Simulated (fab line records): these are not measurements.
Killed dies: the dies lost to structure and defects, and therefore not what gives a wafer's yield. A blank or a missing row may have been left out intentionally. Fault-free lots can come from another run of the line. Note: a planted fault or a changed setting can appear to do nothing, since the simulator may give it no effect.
Chamber matching / flow sky130 / 4 sister chambers for SKY_FIELD_ISO_ETCH_17 on rieSi-02
The step etches Si in HBr/Cl2/O2, target depth 342 nm, time 97.7 s. 14 wafers are shown with their chamber, then 7 later ones without.

== WAFERS, EACH WITH ITS CHAMBER ==
wafer=L726.2; chamber=1; drypumpMotorCurrentA (A)=5.9; oesProductAu (a.u.)=1.009; throttleValvePct (%)=25.651
wafer=L726.3; chamber=3; drypumpMotorCurrentA (A)=5.7; oesProductAu (a.u.)=0.995; throttleValvePct (%)=25.652
wafer=L726.5; chamber=3; drypumpMotorCurrentA (A)=5.7; oesProductAu (a.u.)=0.990; throttleValvePct (%)=25.649
wafer=L729.1; chamber=3; drypumpMotorCurrentA (A)=5.7; oesProductAu (a.u.)=0.980; throttleValvePct (%)=25.665
wafer=L729.5; chamber=1; drypumpMotorCurrentA (A)=5.8; oesProductAu (a.u.)=1.010; throttleValvePct (%)=25.648
wafer=L729.6; chamber=0; drypumpMotorCurrentA (A)=6.5; oesProductAu (a.u.)=0.997; throttleValvePct (%)=25.662
wafer=L730.1; chamber=1; drypumpMotorCurrentA (A)=5.8; oesProductAu (a.u.)=0.999; throttleValvePct (%)=25.647
wafer=L730.3; chamber=3; drypumpMotorCurrentA (A)=5.7; oesProductAu (a.u.)=0.989; throttleValvePct (%)=25.676
wafer=L730.5; chamber=0; drypumpMotorCurrentA (A)=6.5; oesProductAu (a.u.)=0.987; throttleValvePct (%)=25.655
wafer=L740.1; chamber=2; drypumpMotorCurrentA (A)=6.3; oesProductAu (a.u.)=1.000; throttleValvePct (%)=25.658
wafer=L740.3; chamber=1; drypumpMotorCurrentA (A)=5.8; oesProductAu (a.u.)=1.017; throttleValvePct (%)=25.664
wafer=L740.5; chamber=0; drypumpMotorCurrentA (A)=6.5; oesProductAu (a.u.)=1.010; throttleValvePct (%)=25.659
wafer=L741.3; chamber=1; drypumpMotorCurrentA (A)=5.8; oesProductAu (a.u.)=1.006; throttleValvePct (%)=25.663
wafer=L741.4; chamber=0; drypumpMotorCurrentA (A)=6.6; oesProductAu (a.u.)=0.999; throttleValvePct (%)=25.641

SIGNATURES (means of the wafers above)
reading=drypumpMotorCurrentA; chamber 0=6.525; chamber 1=5.820; chamber 2=6.300; chamber 3=5.700; scatter within a chamber=0.0394
reading=oesProductAu; chamber 0=0.99825; chamber 1=1.00820; chamber 2=1.00000; chamber 3=0.98850; scatter within a chamber=0.00745
reading=throttleValvePct; chamber 0=25.65425; chamber 1=25.65460; chamber 2=25.65800; chamber 3=25.66050; scatter within a chamber=0.00998
Rule: distance of a wafer from a chamber = root of the sum over the readings of ((wafer's reading minus chamber's mean) / reading's scatter) squared. If the next closest chamber is less than 2 further off than the closest, the wafer can't be placed; otherwise it belongs to the closest. The scatter is the square root of a quotient: the sum, over the shown wafers, of each reading's squared deviation from its chamber's mean, divided by wafers minus chambers.

== WAFERS WITHOUT THEIR CHAMBER ==
wafer=L741.5; drypumpMotorCurrentA (A)=5.7; oesProductAu (a.u.)=0.975; throttleValvePct (%)=25.654
wafer=L744.1; drypumpMotorCurrentA (A)=5.7; oesProductAu (a.u.)=0.978; throttleValvePct (%)=25.660
wafer=L744.2; drypumpMotorCurrentA (A)=6.3; oesProductAu (a.u.)=1.001; throttleValvePct (%)=25.649
wafer=L744.6; drypumpMotorCurrentA (A)=6.5; oesProductAu (a.u.)=0.991; throttleValvePct (%)=25.669
wafer=L747.1; drypumpMotorCurrentA (A)=6.5; oesProductAu (a.u.)=1.004; throttleValvePct (%)=25.640
wafer=L747.2; drypumpMotorCurrentA (A)=5.8; oesProductAu (a.u.)=1.019; throttleValvePct (%)=25.645
wafer=L747.6; drypumpMotorCurrentA (A)=6.5; oesProductAu (a.u.)=1.007; throttleValvePct (%)=25.647

== EACH ONE'S CHAMBER ==
wafer=L741.5; from the rows above=3; in truth=3
wafer=L744.1; from the rows above=3; in truth=3
wafer=L744.2; from the rows above=2; in truth=2
wafer=L744.6; from the rows above=0; in truth=0
wafer=L747.1; from the rows above=0; in truth=0
wafer=L747.2; from the rows above=1; in truth=1
wafer=L747.6; from the rows above=0; in truth=0
Correctly placed: 7 of 7. Can't be placed from these rows: 0. Wrongly placed: 0.
